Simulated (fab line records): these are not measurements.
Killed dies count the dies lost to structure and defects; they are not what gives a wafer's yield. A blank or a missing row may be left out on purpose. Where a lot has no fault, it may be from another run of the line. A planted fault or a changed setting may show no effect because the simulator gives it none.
Check of tool commonality + flow sky130 + Sampled: 10 lots, 30 wafers

== THE REASON FOR OPENING IT ==
Of 10 lots, 2 have the reading LOCAL_INTERCONNECT_TIN_RS flagged at SKY_LOCAL_INTERCONNECT_RS_MEAS_01. Fault-free wafers read 14.11 ohm/sq, with a standard deviation of 0.15.
Rule: a lot is flagged when every wafer of it that has a number lies more than 4 standard deviations from that mean, or none has a number. All remaining lots are regarded as sound.

| lot  | measured     | on            | LOCAL_INTERCONNECT_TIN_RS (ohm/sq), wafer by wafer | flag    |
|------|--------------|---------------|----------------------------------------------------|---------|
| L271 | day 30 08:56 | film_metro-04 | 14.16 14.13 14.07                                  |         |
| L272 | day 30 19:29 | film_metro-03 | 14.07 14.13 14.22                                  |         |
| L273 | day 30 23:43 | film_metro-01 | 14.10 14.16 14.27                                  |         |
| L277 | day 32 06:52 | film_metro-04 | 14.23 14.21 14.26                                  |         |
| L279 | day 33 14:07 | film_metro-03 | 14.06 13.98 13.97                                  |         |
| L284 | day 35 04:06 | film_metro-03 | 16.94 17.05 16.69                                  | FLAGGED |
| L282 | day 35 06:59 | film_metro-03 | 17.74 17.39 17.40                                  | FLAGGED |
| L287 | day 35 13:49 | film_metro-04 | 14.10 13.96 14.06                                  |         |
| L290 | day 36 15:04 | film_metro-01 | 14.26 14.26 14.39                                  |         |
| L291 | day 36 17:23 | film_metro-04 | 14.15 14.24 14.10                                  |         |
The numbers of the flagged lots are 17.20 ohm/sq on average: +3.09 ohm/sq against the usual, or +21 standard deviations.

== WHICH TOOL EACH LOT WENT THROUGH ==
Before the reading, the record contains 3 process steps out of a 708-step route. Every cell lists first the tool, next ch and the chambers used by the sampled wafers, and last the start.
| lot  | flag    | SKY_LI_CONTACT_SPUTTER_19    | SKY_LI_CONTACT_CMP_24         | SKY_LOCAL_INTERCONNECT_SPUTTER_00 |
|------|---------|------------------------------|-------------------------------|-----------------------------------|
| L271 |         | pvd_sputter-02, day 30 08:06 | cmp-01 ch 1,2,3, day 30 08:32 | pvd_sputter-03, day 30 08:50      |
| L272 |         | pvd_sputter-02, day 30 18:39 | cmp-02 ch 1,2,3, day 30 19:11 | pvd_sputter-03, day 30 19:23      |
| L273 |         | pvd_sputter-01, day 30 22:55 | cmp-02 ch 1,2,3, day 30 23:25 | pvd_sputter-02, day 30 23:40      |
| L277 |         | pvd_sputter-01, day 32 06:03 | cmp-01 ch 0,2,3, day 32 06:32 | pvd_sputter-02, day 32 06:47      |
| L279 |         | pvd_sputter-02, day 33 13:07 | cmp-01 ch 0,1,3, day 33 13:49 | pvd_sputter-02, day 33 14:01      |
| L284 | FLAGGED | pvd_sputter-02, day 35 03:15 | cmp-01 ch 0,1, day 35 03:44   | pvd_sputter-02, day 35 03:59      |
| L282 | FLAGGED | pvd_sputter-01, day 35 06:10 | cmp-01 ch 0,3, day 35 06:37   | pvd_sputter-02, day 35 06:55      |
| L287 |         | pvd_sputter-04, day 35 13:00 | cmp-01 ch 0,3, day 35 13:29   | pvd_sputter-03, day 35 13:44      |
| L290 |         | pvd_sputter-02, day 36 14:15 | cmp-02 ch 0,1,3, day 36 14:42 | pvd_sputter-03, day 36 15:00      |
| L291 |         | pvd_sputter-02, day 36 16:33 | cmp-01 ch 1,2,3, day 36 16:59 | pvd_sputter-01, day 36 17:17      |
What these steps do:
- SKY_LI_CONTACT_SPUTTER_19: material Ti, target thk 20 nm, time 106.37 s.
- SKY_LI_CONTACT_CMP_24: polishes, stops on PSG, t overpolish 20 s, target thk 0 nm.
- SKY_LOCAL_INTERCONNECT_SPUTTER_00: material TiN, target thk 100 nm, time 83.3 s.
- SKY_LOCAL_INTERCONNECT_RS_MEAS_01: measures by four-point-probe.

== FLAGGED AGAINST TOTAL, ONE TOOL AT A TIME (gauges that did the reading follow at the end) ==
| step                              | tool           | lots run | flagged | share of the flagged lots | sound lots run after its first flagged lot |
|-----------------------------------|----------------|----------|---------|---------------------------|--------------------------------------------|
| SKY_LI_CONTACT_SPUTTER_19         | pvd_sputter-01 | 3        | 1       | some                      | 0                                          |
| SKY_LI_CONTACT_SPUTTER_19         | pvd_sputter-02 | 6        | 1       | some                      | 2 (L290,L291)                              |
| SKY_LI_CONTACT_SPUTTER_19         | pvd_sputter-04 | 1        | 0       | none                      | -                                          |
| SKY_LI_CONTACT_CMP_24             | cmp-01         | 7        | 2       | all                       | 2 (L287,L291)                              |
| SKY_LI_CONTACT_CMP_24             | cmp-02         | 3        | 0       | none                      | -                                          |
| SKY_LOCAL_INTERCONNECT_SPUTTER_00 | pvd_sputter-01 | 1        | 0       | none                      | -                                          |
| SKY_LOCAL_INTERCONNECT_SPUTTER_00 | pvd_sputter-02 | 5        | 2       | all                       | 0                                          |
| SKY_LOCAL_INTERCONNECT_SPUTTER_00 | pvd_sputter-03 | 4        | 0       | none                      | -                                          |
| SKY_LOCAL_INTERCONNECT_RS_MEAS_01 | film_metro-01  | 2        | 0       | none                      | -                                          |
| SKY_LOCAL_INTERCONNECT_RS_MEAS_01 | film_metro-03  | 4        | 2       | all                       | 0                                          |
| SKY_LOCAL_INTERCONNECT_RS_MEAS_01 | film_metro-04  | 4        | 0       | none                      | -                                          |

== THE TABLE: WHAT IT ALLOWS ==
In the table, 3 rows ran each flagged lot (cmp-01 at SKY_LI_CONTACT_CMP_24; pvd_sputter-02 at SKY_LOCAL_INTERCONNECT_SPUTTER_00; film_metro-03 at SKY_LOCAL_INTERCONNECT_RS_MEAS_01).
- cmp-01 at SKY_LI_CONTACT_CMP_24 ran 7 lots, 2 of them flagged. Sound lots ran on it after the first flagged one (L287, L291), which a lasting fault on the whole tool wouldn't allow.
- pvd_sputter-02 at SKY_LOCAL_INTERCONNECT_SPUTTER_00 ran 5 lots, 2 of them flagged. A fault beginning between L279 (day 33 14:01), its last sound lot, and L284 (day 35 03:59), its first flagged one, fits the data. Its own readings lie more than 4 standard deviations out on every wafer of the flagged lots: cathode_dc_power_W.
- film_metro-03 at SKY_LOCAL_INTERCONNECT_RS_MEAS_01 ran 4 lots, 2 of them flagged. A fault beginning between L279 (day 33 14:07), its last sound lot, and L284 (day 35 04:06), its first flagged one, fits the data.
A lot count leaves these 2 tools indistinguishable: every one of them fits a fault beginning at some hour. More lots, or a look at what each step does to the wafer, might.

== WHAT HAD BEEN PUT IN BY THE SIMULATOR ==
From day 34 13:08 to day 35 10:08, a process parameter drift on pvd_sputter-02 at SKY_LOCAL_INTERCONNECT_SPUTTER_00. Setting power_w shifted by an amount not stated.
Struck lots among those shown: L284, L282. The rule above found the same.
